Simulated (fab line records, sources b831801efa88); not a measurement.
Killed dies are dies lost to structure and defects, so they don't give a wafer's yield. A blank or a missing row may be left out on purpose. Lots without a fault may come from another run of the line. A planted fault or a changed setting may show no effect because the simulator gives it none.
fab line records | flow sky130
record lots=6 wafers=18 last_day=49
route steps=708 shown METAL4@627 VIA4@639 PAD_OPEN@708
lots that met no fault: from a run of the same line without faults
start_h: hours from the record's first day to the start of the lot's first wafer shown | wait_h: hours since the lot's step before | " the same as in the row above | L1.1+2: a row that stands for several wafers | - no value, or no start given | * or withheld: withheld | < > ~ a bound
route shown NAME@n: a module of which the file shows steps, and the number in the route of the first | usual: mean/standard deviation of fault-free wafers | same: alike in all rows | chamber/n: place in a boat | sites: the reading at each site | _std_site: their standard deviation | _edge_site: outer sites' mean less inner sites' | radius_mm: how far each site lies from the wafer's centre | mask NAME#n: copy n | behind: the tool/chamber that last shaped the wafer | hold: why the lot was held/for how many hours/how that ended | device: the transistor (n, p or np) that didn't switch | end of line: the same wafers' tests at the end of the route | a step without rows: its recipe alone | killed: dies lost to structure and defects at the first sort, not the wafer's yield | map: a wafer's dies, x killed, . not, _ none there
set.NAME: the setting as run; set.NAME@STEP: as run at that earlier step | model.NAME: the simulator's own value behind a step, which no gauge read
lots at some steps of the route; a table a step, a row a wafer
services: from which hour (start_h, from the record's first day; less than 0 if before it) a tool's chamber was out of use, for how many hours, and why
## steps
# step SKY_METAL4_PEB_11
# recipe peb_temp_c=withheld peb_time_s=withheld resist=KrF-thick
# step SKY_METAL4_DEVELOP_12
# recipe develop_time_s=60 resist=KrF-thick dev_temp_c=21
# step SKY_METAL4_CD_MEAS_13
# recipe target_cd_nm=300
# usual cd_nm=300.1/1.6
# columns lot.wafer tool chamber start_h wait_h cd_nm
L867.2 cd_sem-01 - 1006.73 - 297.3
L867.4 " - " " 297.1
L867.6 " - " " 296.6
L872.2 cd_sem-02 - 1035.43 - 300.6
L872.4 " - " " 301.6
L872.5 " - " " 299.7
L878.1 cd_sem-02 - 1074.55 - 300.0
L878.2 " - " " 301.9
L878.6 " - " " 299.3
L879.1 cd_sem-02 - 1075.36 - 298.8
L879.3 " - " " 297.9
L879.6 " - " " 299.2
L880.1 cd_sem-02 - 1080.54 - 301.7
L880.2 " - " " 301.5
L880.5 " - " " 300.9
L884.3 cd_sem-01 - 1093.34 - 300.0
L884.4 " - " " 301.0
L884.6 " - " " 299.5
# step SKY_METAL4_OVL_MEAS_14
# usual METAL4_OVL=5/5.8
# columns lot.wafer tool chamber start_h wait_h METAL4_OVL[nm]
L867.2 overlay-02 - 1006.83 0.1 4
L867.4 " - " " 0
L867.6 " - " " 4
L872.2 overlay-01 - 1035.53 0.1 3
L872.4 " - " " 0
L872.5 " - " " 6
L878.1 overlay-02 - 1074.67 0.1 11
L878.2 " - " " 7
L878.6 " - " " 8
L879.1 overlay-02 - 1075.48 0.1 4
L879.3 " - " " 3
L879.6 " - " " 5
L880.1 overlay-02 - 1080.66 0.1 5
L880.2 " - " " -1
L880.5 " - " " 6
L884.3 overlay-02 - 1093.43 0.1 11
L884.4 " - " " 10
L884.6 " - " " 8
# step SKY_METAL4_DESCUM_15
# recipe chemistry=O2 source_power_w=150 bias_power_w=0 pressure_mtorr=10 temp_c=40 time_s=8
# usual drypump_motor_current_A=5.8/0.47 he_backside_leak_sccm=3.34/0.18 oes_product_au=0.999/0.012
# columns lot.wafer tool chamber start_h wait_h drypump_motor_current_A he_backside_leak_sccm oes_product_au rf_hours_counter_h
L867.2 rie_metal-03 0 1006.86 0.0 6.2 3.29 0.987 16
L867.4 " 0 " " 6.2 3.31 0.973 -
L867.6 " 0 " " 6.2 3.33 0.980 -
L872.2 rie_metal-03 0 1035.57 0.0 6.2 3.27 0.985 -
L872.4 " 0 " " 6.2 3.40 0.968 -
L872.5 " 0 " " 6.2 3.36 0.988 -
L878.1 rie_metal-01 0 1074.71 0.0 4.9 3.26 1.004 20
L878.2 " 1 " " 5.9 3.11 1.007 20
L878.6 " 1 " " 5.9 3.26 1.000 -
L879.1 rie_metal-04 0 1075.51 0.0 5.9 3.73 0.991 22
L879.3 " 0 " " 5.9 3.69 0.996 -
L879.6 " 1 " " 6.2 3.39 0.996 -
L880.1 rie_metal-04 0 1080.69 0.0 5.9 3.45 0.996 23
L880.2 " 1 " " 6.2 3.44 0.995 15
L880.5 " 1 " " 6.2 3.56 1.003 -
L884.3 rie_metal-04 0 1093.47 0.0 5.9 3.45 0.990 -
L884.4 " 1 " " 6.2 3.32 0.997 -
L884.6 " 1 " " 6.2 3.58 1.003 -
# step SKY_METAL4_ETCH_16
# recipe chemistry=N2/H2 target=BARC ion_energy_ev=200 bias_w=100 pressure_mtorr=30 n2_flow_sccm=100 h2_flow_sccm=200 icp_w=500 stop_on=SiO2 time_s=88.2 target_depth_a=600
# usual drypump_motor_current_A=5.8/0.47 he_backside_leak_sccm=3.4/0.33 oes_product_au=0.625/0.0043 throttle_valve_pct=13.206/0.0082
# columns lot.wafer tool chamber start_h wait_h drypump_motor_current_A he_backside_leak_sccm oes_product_au rf_hours_counter_h throttle_valve_pct
L867.2 rie_metal-03 0 1006.89 0.0 6.2 3.2 0.624 16 13.191
L867.4 " 0 " " 6.2 3.5 0.629 - 13.211
L867.6 " 0 " " 6.2 3.4 0.630 - 13.204
L872.2 rie_metal-03 0 1035.66 0.1 6.2 3.5 0.631 - 13.219
L872.4 " 0 " " 6.2 3.4 0.626 - 13.225
L872.5 " 0 " " 6.2 3.4 0.630 - 13.198
L878.1 rie_metal-01 0 1074.74 0.0 4.9 4.9 0.631 20 13.209
L878.2 " 1 " " 5.9 3.2 0.622 20 13.227
L878.6 " 1 " " 5.9 3.3 0.621 - 13.205
L879.1 rie_metal-04 0 1075.55 0.0 5.9 3.4 0.627 22 13.198
L879.3 " 0 " " 5.9 3.4 0.611 - 13.229
L879.6 " 1 " " 6.2 3.2 0.633 - 13.203
L880.1 rie_metal-04 0 1080.72 0.0 5.9 3.6 0.624 23 13.206
L880.2 " 1 " " 6.1 3.7 0.632 15 13.210
L880.5 " 1 " " 6.2 3.4 0.620 - 13.200
L884.3 rie_metal-04 0 1093.52 0.0 5.9 3.4 0.628 - 13.215
L884.4 " 1 " " 6.2 3.5 0.621 - 13.218
L884.6 " 1 " " 6.2 3.2 0.624 - 13.215
# step SKY_METAL4_ETCH_17
# recipe target=SiO2 stop_on=TiN chemistry=C4F8/O2/Ar source_w=1500 bias_w=1200 pressure_mtorr=40 c4f8_flow_sccm=withheld O2_flow_sccm=6 Ar_flow_sccm=300 time_s=3.9 target_depth_a=150
# usual oes_product_au=0.754/0.0079
# columns lot.wafer tool chamber start_h wait_h oes_product_au rf_hours_counter_h
L867.2 rie_diel-02 1 1006.99 0.1 0.752 17
L867.4 " 2 " " 0.757 14
L867.6 " 1 " " 0.766 -
L872.2 rie_diel-01 3 1035.82 0.1 0.757 2
L872.4 " 1 " " 0.755 9
L872.5 " 0 " " 0.765 -
L878.1 rie_diel-01 2 1074.84 0.1 0.757 17
L878.2 " 1 " " 0.748 10
L878.6 " 1 " " 0.765 -
L879.1 rie_diel-02 2 1075.64 0.1 0.748 16
L879.3 " 3 " " 0.754 19
L879.6 " 2 " " 0.755 -
L880.1 rie_diel-01 1 1080.82 0.1 0.748 10
L880.2 " 0 " " 0.760 7
L880.5 " 0 " " 0.753 -
L884.3 rie_diel-01 3 1093.59 0.0 0.761 4
L884.4 " 0 " " 0.749 8
L884.6 " 3 " " 0.739 -
# step SKY_METAL4_METAL_ETCH_18
# recipe target_depth_a=8450 stop_on=SiO2 over_etch_frac=0.3 time_s=183.1 chemistry=Cl2/BCl3 resist_sidewall_deg=88 pressure_mtorr=10 icp_w=900 bias_w=48.5 Cl2_flow_sccm=60 bcl3_flow_sccm=30
# usual drypump_motor_current_A=5.8/0.42 he_backside_leak_sccm=3.37/0.22 oes_product_au=0.866/0.0066 throttle_valve_pct=22.265/0.0096
# columns lot.wafer tool chamber start_h wait_h drypump_motor_current_A he_backside_leak_sccm oes_product_au rf_hours_counter_h throttle_valve_pct
L867.2 rie_metal-04 1 1007.01 0.0 6.2 3.52 0.869 10 22.255
L867.4 " 0 " " 5.9 3.56 0.881 - 22.263
L867.6 " 0 " " 5.9 3.62 0.870 - 22.263
L872.2 rie_metal-01 0 1035.84 0.0 4.9 3.19 0.871 17 22.267
L872.4 " 1 " " 5.9 3.08 0.878 - 22.262
L872.5 " 1 " " 5.9 3.16 0.877 - 22.246
L878.1 rie_metal-03 0 1074.86 0.0 6.2 3.35 0.865 22 22.268
L878.2 " 1 " " 5.6 3.28 0.858 1 22.266
L878.6 " 0 " " 6.2 3.43 0.856 - 22.262
L879.1 rie_metal-01 0 1075.66 0.0 4.9 3.19 0.868 20 22.262
L879.3 " 1 " " 5.9 2.80 0.865 - 22.253
L879.6 " 0 " " 4.9 3.28 0.867 - 22.283
L880.1 rie_metal-03 0 1080.84 0.0 6.2 3.60 0.883 22 22.275
L880.2 " 1 " " 5.6 3.38 0.877 1 22.261
L880.5 " 0 " " 6.2 3.55 0.878 - 22.272
L884.3 rie_metal-03 0 1093.67 0.1 6.2 3.22 0.866 - 22.265
L884.4 " 1 " " 5.6 3.53 0.850 - 22.273
L884.6 " 0 " " 6.2 3.28 0.857 - 22.278
# step SKY_METAL4_STRIP_19
# recipe chemistry=O2/N2 power_w=1400 pressure_mtorr=1500 platen_temp_c=withheld o2_flow_sccm=3000 n2_flow_sccm=300 overash_fraction=0.5
# usual drypump_motor_current_A=5.52/0.16 oes_product_au=0.503/0.006 strip_time_to_endpoint_s=6.56/0.091
# columns lot.wafer tool chamber start_h wait_h drypump_motor_current_A oes_product_au rf_hours_counter_h strip_time_to_endpoint_s
L867.2 plasma_asher-04 1 1007.19 0.1 5.95 0.499 122 6.51
L867.4 " 1 " " 5.89 0.501 - 6.64
L867.6 " 1 " " 5.91 0.510 - 6.69
L872.2 plasma_asher-02 1 1036.02 0.1 5.37 0.505 60 6.57
L872.4 " 0 " " 5.47 0.493 - 6.38
L872.5 " 1 " " 5.39 0.498 - 6.47
L878.1 plasma_asher-02 1 1075.04 0.1 5.38 0.505 64 6.72
L878.2 " 0 " " 5.48 0.509 64 6.58
L878.6 " 1 " " 5.39 0.503 - 6.62
L879.1 plasma_asher-04 0 1075.84 0.1 5.59 0.500 1 6.46
L879.3 " 1 " " 5.93 0.488 - 6.44
L879.6 " 0 " " 5.57 0.496 - 6.46
L880.1 plasma_asher-04 0 1081.02 0.1 5.59 0.495 2 6.58
L880.2 " 1 " " 5.92 0.493 2 6.56
L880.5 " 1 " " 5.90 0.504 - 6.65
L884.3 plasma_asher-03 1 1093.82 0.1 5.45 0.515 - 6.68
L884.4 " 0 " " 5.46 0.505 - 6.63
L884.6 " 1 " " 5.43 0.496 - 6.62
# step SKY_METAL4_STRIP_20
# recipe chemistry=post_etch_residue_remover time_s=1200 temp_c=72.5
# step SKY_METAL4_CLEAN_21
# recipe chemistry=IPA time_s=180 temp_c=25
# step SKY_METAL4_CLEAN_22
# recipe chemistry=O3/DIW dry=n2_spin
# step SKY_VIA4_HDPCVD_00
# recipe material=SiO2 target_thk_nm=1750 sigma_open_frac=0.3 time_s=291.7 temp_c=400 sih4_flow_sccm=60 pressure_mtorr=6
# usual sih4_flow_sccm=60.01/0.18
# columns lot.wafer tool chamber start_h wait_h sih4_flow_sccm model.SiO2_of_VIA4_HDPCVD_00.thk_nm
L867.2 hdpcvd-02 2 1007.79 0.0 59.78 1738
L867.4 " 2 " " 60.03 1721
L867.6 " 1 " " 59.84 1743
L872.2 hdpcvd-01 0 1036.62 0.0 60.13 1762
L872.4 " 2 " " 60.05 1740
L872.5 " 1 " " 60.23 1773
L878.1 hdpcvd-01 2 1075.64 0.0 72.11 2063
L878.2 " 1 " " 59.70 1752
L878.6 " 1 " " 60.26 1740
L879.1 hdpcvd-01 0 1076.47 0.0 60.06 1726
L879.3 " 2 " " 72.36 2074
L879.6 " 2 " " 71.81 2072
L880.1 hdpcvd-02 2 1081.61 0.0 59.97 1755
L880.2 " 0 " " 59.74 1793
L880.5 " 1 " " 59.91 1758
L884.3 hdpcvd-02 1 1094.40 0.0 60.18 1760
L884.4 " 0 " " 59.61 1748
L884.6 " 1 " " 60.04 1752
# step SKY_VIA4_THK_MEAS_01
# recipe reads=SiO2_of_VIA4_HDPCVD_00
# usual VIA4_HDPCVD_THK=1749/19
# columns lot.wafer tool chamber start_h wait_h VIA4_HDPCVD_THK[nm]
L867.2 film_metro-04 - 1007.98 0.1 1738
L867.4 " - " " 1720
L867.6 " - " " 1743
L872.2 film_metro-01 - 1036.81 0.1 1762
L872.4 " - " " 1740
L872.5 " - " " 1774
L878.1 film_metro-02 - 1075.82 0.1 2062
L878.2 " - " " 1749
L878.6 " - " " 1740
L879.1 film_metro-02 - 1076.65 0.1 1726
L879.3 " - " " 2074
L879.6 " - " " 2074
L880.1 film_metro-01 - 1081.79 0.1 1754
L880.2 " - " " 1792
L880.5 " - " " 1758
L884.3 film_metro-04 - 1094.59 0.1 1760
L884.4 " - " " 1747
L884.6 " - " " 1751
# step SKY_VIA4_CMP_02
# recipe material=SiO2 down_force_psi=4 platen_rpm=60 pad_velocity_m_s=0.94248
# step SKY_PAD_OPEN_PROBE_99
# usual defect_limited_yield=82.5/1.8 killed_at_M0_to_M3=44/7.1 killed_at_M4_up=3.0/1.9 killed_at_contacts=25/5.6 killed_at_front_end=14/4.1 killed_at_other=0.2/0.44 killed_dies=86/9.1 killed_open=47/7.4 killed_short=39/5.7 sort_bin_3_pad_short=0.9/0.37 sort_bin_5_function=10.3/1.6 sort_bin_6_memory=6.3/1.1 sort_n_pass=406/9.1 sort_yield_pct=82.5/1.8
# same gross_dies=492 killed_at_back_side=0 sort_bin_4_leakage[%]=0 sort_bin_8_speed[%]=0
# columns lot.wafer tool chamber start_h wait_h defect_limited_yield[%] killed_at_M0_to_M3 killed_at_M4_up killed_at_contacts killed_at_front_end killed_at_other killed_dies killed_open killed_short sort_bin_3_pad_short[%] sort_bin_5_function[%] sort_bin_6_memory[%] sort_n_pass sort_yield_pct[%]
L872.2 prober-02 - 1119.40 0.1 82.1 48 4 24 11 1 88 53 35 0.6 10.2 7.1 404 82.1
L872.4 prober-02 - 1119.50 0.2 82.5 38 3 33 12 0 86 46 40 1.0 10.6 5.9 406 82.5
L872.5 prober-02 - 1119.55 0.2 83.9 45 7 21 6 0 79 35 44 1.2 8.7 6.1 413 83.9
L878.1 prober-01 - 1159.60 0.1 79.5 53 6 32 10 0 101 59 42 0.8 12.2 7.5 391 79.5
L878.2 prober-01 - 1159.65 0.1 82.1 50 3 26 9 0 88 62 26 0.8 9.3 7.7 404 82.1
L878.6 prober-01 - 1159.85 0.2 78.0 61 2 32 13 0 108 62 46 0.8 15.0 6.1 384 78.0
L879.1 prober-01 - 1160.67 0.1 85.8 34 3 22 10 1 70 32 38 1.0 8.9 4.3 422 85.8
L879.3 prober-01 - 1160.77 0.2 86.2 35 0 19 14 0 68 33 35 0.4 5.9 7.5 424 86.2
L879.6 prober-01 - 1160.92 0.2 83.9 43 1 22 13 0 79 36 43 0.8 8.9 6.3 413 83.9
L880.1 prober-01 - 1164.18 0.1 82.9 52 6 17 8 1 84 42 42 1.2 8.9 6.9 408 82.9
L880.2 prober-01 - 1164.23 0.1 83.5 57 0 16 8 0 81 38 43 0.4 8.9 7.1 411 83.5
L880.5 prober-01 - 1164.38 0.2 79.7 46 6 32 16 0 100 66 34 0.8 13.8 5.7 392 79.7
# killed by level:class
L872.2 VIA1:geometric_particle:open=14 CONTACT:geometric_particle:open=9 LI_CONTACT:geometric_particle:open=8 VIA3:geometric_particle:open=7 METAL1:geometric_particle:short=6 VIA1:geometric_particle:short=5 VIA3:geometric_particle:short=4 METAL2:geometric_particle:open=4
L872.4 LI_CONTACT:geometric_particle:open=10 CONTACT:geometric_particle:open=9 METAL2:geometric_particle:short=8 LOCAL_INTERCONNECT:geometric_particle:short=7 VIA2:geometric_particle:open=7 CONTACT:geometric_particle:short=6 VIA1:geometric_particle:open=6 VIA1:geometric_particle:short=4
L872.5 VIA1:geometric_particle:open=7 VIA1:geometric_particle:short=7 METAL2:geometric_particle:short=7 METAL4:geometric_particle:short=7 CONTACT:geometric_particle:open=6 LI_CONTACT:geometric_particle:open=5 VIA2:geometric_particle:open=5 VIA3:geometric_particle:open=5
L878.1 VIA1:geometric_particle:open=12 LI_CONTACT:geometric_particle:open=9 VIA3:geometric_particle:open=8 CONTACT:geometric_particle:open=7 VIA1:geometric_particle:short=6 CONTACT:geometric_particle:short=6 VIA2:geometric_particle:open=6 METAL2:geometric_particle:short=5
L878.2 VIA1:geometric_particle:open=15 LI_CONTACT:geometric_particle:open=14 VIA3:geometric_particle:open=10 CONTACT:geometric_particle:open=6 METAL1:geometric_particle:short=6 VIA2:geometric_particle:open=5 LOCAL_INTERCONNECT:geometric_particle:short=4 FIELD_ISO:geometric_particle:short=3
L878.6 CONTACT:geometric_particle:open=16 VIA1:geometric_particle:open=12 LI_CONTACT:geometric_particle:open=11 METAL1:geometric_particle:short=10 VIA1:geometric_particle:short=7 VIA2:geometric_particle:open=6 METAL2:geometric_particle:short=6 METAL3:geometric_particle:short=6
L879.1 METAL2:geometric_particle:short=8 CONTACT:geometric_particle:open=8 VIA1:geometric_particle:open=7 CONTACT:geometric_particle:short=6 LI_CONTACT:geometric_particle:open=4 METAL1:geometric_particle:short=4 VIA2:geometric_particle:open=4 VIA3:geometric_particle:open=4
L879.3 CONTACT:geometric_particle:open=8 VIA1:geometric_particle:open=6 FIELD_ISO:geometric_particle:short=5 METAL1:geometric_particle:short=5 VIA1:geometric_particle:short=4 LI_CONTACT:geometric_particle:open=4 VIA2:geometric_particle:open=4 VIA3:geometric_particle:short=4
L879.6 VIA1:geometric_particle:open=11 CONTACT:geometric_particle:short=8 VIA3:geometric_particle:open=6 VIA1:geometric_particle:short=6 METAL2:geometric_particle:short=6 FIELD_ISO:geometric_particle:short=5 METAL1:geometric_particle:short=5 CONTACT:geometric_particle:open=5
L880.1 CONTACT:geometric_particle:open=11 METAL1:geometric_particle:short=8 VIA1:geometric_particle:open=8 VIA3:geometric_particle:open=7 VIA2:geometric_particle:open=6 VIA3:geometric_particle:short=6 METAL4:geometric_particle:short=5 CONTACT:geometric_particle:short=4
L880.2 VIA1:geometric_particle:open=11 VIA3:geometric_particle:open=9 VIA3:geometric_particle:short=8 METAL1:geometric_particle:short=7 VIA1:geometric_particle:short=6 CONTACT:geometric_particle:short=5 CONTACT:geometric_particle:open=5 METAL2:geometric_particle:short=4
L880.5 CONTACT:geometric_particle:open=15 VIA1:geometric_particle:open=11 VIA3:geometric_particle:open=9 LI_CONTACT:geometric_particle:open=8 VIA2:geometric_particle:open=7 FIELD_ISO:geometric_particle:short=6 FIELD_ISO:geometric_particle:open=5 METAL4:geometric_particle:short=5
## services
# columns tool chamber start_h hours kind
rie_diel-02 0 992.81 2.8 repair
plasma_asher-03 - 998.23 2.8 pm
plasma_asher-03 - 1003.42 1.6 repair
rie_diel-02 - 1009.01 0.9 repair
rie_diel-02 0 1019.09 12.4 repair
rie_metal-04 0 1019.72 12.8 repair
rie_diel-01 0 1019.92 1.3 repair
rie_diel-01 0 1023.14 1.9 repair
plasma_asher-02 - 1025.95 2.8 pm
rie_metal-03 1 1033.45 - clean
rie_metal-03 1 1033.45 27.7 scheduled_down
rie_metal-03 1 1033.45 27.7 vent_cycle
hdpcvd-02 - 1036.18 0.5 repair
rie_diel-01 1 1040.53 7.9 repair
plasma_asher-03 - 1040.85 1.8 repair
plasma_asher-04 - 1042.90 1.1 repair
plasma_asher-04 - 1055.25 9.0 pm
plasma_asher-04 0 1055.25 9.0 vent_cycle
plasma_asher-04 1 1055.25 9.0 vent_cycle
plasma_asher-03 - 1055.26 1.0 repair
hdpcvd-01 - 1058.78 0.6 repair
plasma_asher-04 0 1064.25 - clean
plasma_asher-04 1 1064.25 - clean
rie_diel-01 3 1067.42 1.7 repair
## key
first_sign step=SKY_VIA4_HDPCVD_00 reading=sih4_flow_sccm direction=up sigmas=68 usual=60.01 struck=72.09
effect step=SKY_VIA4_THK_MEAS_01 reading=VIA4_HDPCVD_THK direction=up sigmas=17 usual=1749 struck=2070
model_effect step=SKY_VIA4_HDPCVD_00 value=SiO2_of_VIA4_HDPCVD_00.thk_nm without=1720 struck=2070
met_at SKY_VIA4_HDPCVD_00
struck_wafers L878.1,L879.3,L879.6
onset_between 1036.62 1075.64
fault kind=process_parameter_drift tool=hdpcvd-01 chamber=2 onset_h=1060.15 steps=SKY_VIA4_HDPCVD_00 channel=sih4_flow_sccm offset=12 shape=step end_h=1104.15 acts_in=these_recipes_only stated=60
